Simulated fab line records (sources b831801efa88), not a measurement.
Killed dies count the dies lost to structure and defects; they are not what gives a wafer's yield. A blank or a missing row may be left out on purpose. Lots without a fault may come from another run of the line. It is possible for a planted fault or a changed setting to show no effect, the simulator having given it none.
Code-filled problem report in 8D (eight disciplines) form | flow sky130 | the parts of the form that need people (team, actions taken, sign-off) are left out

== 1. WHAT IS WRONG ==
strip_time_to_endpoint_s at SKY_FIELD_ISO_STRIP_16 reads a mean of 4.096 s on 5 wafers of 3 lots; wafers without a fault read 3.540 s with a standard deviation of 0.028. Measured from the usual mean, that is +20 standard deviations.
The step: strips in O2/N2.
Seen first at day 4 23:26 on plasma_asher-04, wafer L953.4. The record holds 36 wafers of 12 lots with a number at this step. The rule behind "out" and "out of limits": a value lying over 4 standard deviations away from the usual mean. The other wafers with a number count as sound.

== 2. WHAT IT IS; WHAT IT IS NOT ==
question                    | is                                       | is not
which readings at this step | strip_time_to_endpoint_s, oes_product_au | drypump_motor_current_A, o2_flow_sccm
which lots                  | L953, L956, L957                         | L944, L946, L948, L949, L950, L951, L955, L962, L963
which wafers of those lots  | L953.4, L953.6, L956.6, L957.4, L957.6   | L953.3, L956.1, L956.3, L957.3
read on which tools         | plasma_asher-02, plasma_asher-04         | plasma_asher-03
when                        | from day 4 23:26                         | up to then (19 sound wafers); but 12 sound wafers of L955, L956, L957, L962, L963 came after

== 3. THE SUSPECTS, EACH WITH WHAT RULES IT OUT ==
Counting: a tool at a process step up to the reading stays a suspect if it ran every lot that is out. Sound lots after the first of them don't rule it out here, since some wafers of a struck lot are sound.
- litho_track-04 at SKY_FIELD_ISO_COAT_08 (resist thk 450 nm): kept. It processed each lot that is out (first: L953, day 4 14:00); up to then, its last sound lot is L951 (day 4 05:00).
The count leaves litho_track-04 at SKY_FIELD_ISO_COAT_08.

== 4. THE CAUSE (what the simulator had put in) ==
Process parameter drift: litho_track-04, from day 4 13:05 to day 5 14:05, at SKY_FIELD_ISO_COAT_08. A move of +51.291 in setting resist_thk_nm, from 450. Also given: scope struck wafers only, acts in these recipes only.
Counting left only this tool.

== 5. THE CHAIN OF EFFECTS, in route order ==
Each row: a reading where the mean over the struck wafers with a number is more than 3 standard deviations away from the usual. Scope: only readings with a usual standard deviation given in the record; hours: median across lots of the time from each lot's start at the first step in this table that gives one to its start at this step; sigmas: change in usual standard deviations.
hours | step                   | reading                  | usual      | on struck wafers | change | sigmas
0     | SKY_FIELD_ISO_STRIP_16 | oes_product_au           | 0.378 a.u. | 0.402            | +0.024 | +5.4
0     | SKY_FIELD_ISO_STRIP_16 | strip_time_to_endpoint_s | 3.540 s    | 4.096            | +0.556 | +20
Process steps it contains:
- SKY_FIELD_ISO_STRIP_16: strips in O2/N2.
Later measuring or inspecting steps at which every struck wafer that the step has a row for has a number for every such reading, and none has moved that far: SKY_VT_ADJUST_NCORE_TW_MEAS_11.

== 6. WHAT WOULD HAVE CAUGHT IT SOONER ==
10 hours passed between the start of the fault at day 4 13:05 and the first reading out of limits in this record, taken at day 4 23:26.
No tool reading at SKY_FIELD_ISO_COAT_08 that has a usual standard deviation in the record was out on any struck wafer, so an alarm limit of 4 standard deviations on those readings would not have fired.
Of the lots that are out (3), L956, L957 began SKY_FIELD_ISO_COAT_08 on litho_track-04 after day 4 23:26. A hold on the tool at that time would have spared those 2.
